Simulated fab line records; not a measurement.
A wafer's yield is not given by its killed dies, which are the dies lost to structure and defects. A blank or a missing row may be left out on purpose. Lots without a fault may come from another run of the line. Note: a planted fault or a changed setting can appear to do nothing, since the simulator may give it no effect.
Comparing a struck lot with a sound one    flow sky130    36 out of 708 route steps
Sound: wafers L399.1, L399.2, L399.3. The struck wafers were L408.2, L408.4, L408.5. Last of all comes the cause.
Per side, at each step with rows, come the tool, then ch with its chambers, and then its first start. Under that, the readings that differ: sound wafers    struck wafers    difference of the means    sigmas: that difference in standard deviations of wafers without a fault.
alike: readings whose means differ by less than 2 such deviations, and words and numbers that are the same on both sides. not compared: withheld readings, readings that some wafer has no value for, bounds like >300 that may hide the same value, and numbers for which the record gives no deviation and whose values overlap.
Wherever a step has rows on one side only, a row that says differs or no value, or a row with sigmas, the two part there. Non-overlapping numbers with no deviation appear without sigmas and do not part them. Lack of a reading on every wafer of one side parts them only where that side has two or more wafers.

first, 10 steps without rows for these wafers: SKY_POLY_CUT_ETCH_10 (etches BARC in N2/H2, stops on SiO2, time 45.9 s, target depth 60 nm); SKY_POLY_CUT_ETCH_11 (etches Si3N4 in CF4/CH2F2/Ar, stops on poly-Si, time 42.5 s, target depth 60 nm); SKY_POLY_CUT_STRIP_12 (strips in O2/N2); SKY_SD_P_DEHYDRATE_00 (time 60 s); SKY_SD_P_HMDS_01 (prime time 60 s); SKY_SD_P_COAT_02 (resist thk 1140 nm); SKY_SD_P_SOFTBAKE_03 (time 60 s); SKY_SD_P_EXPOSE_04 (exposes mask PSDM, target cd 380 nm); SKY_SD_P_PEB_05; SKY_SD_P_DEVELOP_06 (develop time 60 s).
SKY_SD_P_IMPLANT_09:
  sound on implanter-04 ch 0, day 26 03:07; struck on implanter-04 ch 0, day 28 11:14
  alike: faraday current uA, tilt deg
SKY_SD_P_STRIP_10: strips in O2/N2.
  sound on plasma asher-03 ch 0,1, day 26 03:16; struck on plasma asher-04 ch 0,1, day 28 11:22
reading                       sound              struck             difference  sigmas
oes product au (a.u.)         0.622 0.615 0.622  0.631 0.632 0.629  +0.011      +2
strip time to endpoint s (s)  17.54 17.56 17.58  17.01 16.98 16.98  -0.57       -15
  alike: drypump motor current A
  not compared: rf hours counter h
SKY_SD_P_TW_MEAS_11:
  struck on film metro-01, day 28 11:28; sound on film metro-02, day 26 03:22
reading  sound           struck          difference  sigmas
SD_P_TW  2776 2775 2777  2665 2648 2658  -119        -5
then, 21 steps without rows for these wafers: SKY_RES_XHIGH_DEHYDRATE_00 (time 60 s); SKY_RES_XHIGH_HMDS_01 (prime time 60 s); SKY_RES_XHIGH_COAT_02 (resist thk 1148 nm); SKY_RES_XHIGH_SOFTBAKE_03 (time 60 s); SKY_RES_XHIGH_EXPOSE_04 (exposes mask URPM, target cd 1270 nm); SKY_RES_XHIGH_PEB_05; SKY_RES_XHIGH_DEVELOP_06 (develop time 60 s); SKY_RES_XHIGH_IMPLANT_07; SKY_RES_XHIGH_STRIP_08 (strips in O2/N2); SKY_SD_N_DEHYDRATE_00 (time 60 s); SKY_SD_N_HMDS_01 (prime time 60 s); SKY_SD_N_COAT_02 (resist thk 1151 nm); SKY_SD_N_SOFTBAKE_03 (time 60 s); SKY_SD_N_EXPOSE_04 (exposes mask NSDM, target cd 380 nm); SKY_SD_N_PEB_05; SKY_SD_N_DEVELOP_06 (develop time 60 s); SKY_SD_N_IMPLANT_09; SKY_SD_N_IMPLANT_10; SKY_SD_N_STRIP_11 (strips in O2/N2); SKY_SD_N_CLEAN_13 (cleans in SC1/SC2, time 150 s); SKY_SD_N_RTA_14 (time 2 s).
-- the record jumps here: 2 days lie between the struck wafers' starts before and after --
SKY_SD_N_RS_MEAS_17: a four-point-probe measurement.
  struck on film metro-02, day 30 20:13; sound on film metro-02, day 28 08:59
reading           sound              struck             difference  sigmas
SD_P_RS (ohm/sq)  146.8 146.7 146.4  150.8 151.6 151.0  +4.5        +14
-- record jumps: 17 days separate the struck wafers' starts on either side; left off in module SD_N, taken up again in module PAD_OPEN, whose first shown step is the route's number 708 --
SKY_PAD_OPEN_PROBE_99:
  struck on prober-01, day 47 22:05; sound on prober-02, day 46 01:42
reading                                  sound              struck             difference  sigmas
model.etest.licon high po.rc ohm         353.3 344.5 346.7  859.7 904.3 909.8  +543.1      
model.etest.res high po.line ohm um      724.1 724.8 722.6  1140 1183 1188     +446        
model.etest.res pdiff.line ohm um        1321 1335 1350     1634 1598 1615     +280        
model.etest.pfet_01v8.r on ohm um        2859 2886 2909     3088 3077 3069     +193        
model.etest.res high po.rs ohm sq range  2.983 3.868 4.924  160.3 166 163.8    +159.4      
model.etest.pfet g5v0d10v5.r on ohm um   4772 4794 4853     4976 4922 5004     +161        
model.etest.res high po.rs ohm sq        255.2 253.8 250.1  401.6 414.4 407.6  +154.8      
model.etest.licon pdiff.rc ohm           582.1 574.5 625.2  739.4 696.8 722.7  +125.7      
  alike: killed_at_M0_to_M3, killed_at_M4_up, killed at contacts, killed at front end, killed at other, killed dies, killed open, killed short

WHERE THEY PART
First at SKY_SD_P_STRIP_10; last, within this record, at SKY_SD_N_RS_MEAS_17. Later steps at which nothing parts them and some readings are alike: SKY_PAD_OPEN_PROBE_99.

WHY: what the simulator had put in
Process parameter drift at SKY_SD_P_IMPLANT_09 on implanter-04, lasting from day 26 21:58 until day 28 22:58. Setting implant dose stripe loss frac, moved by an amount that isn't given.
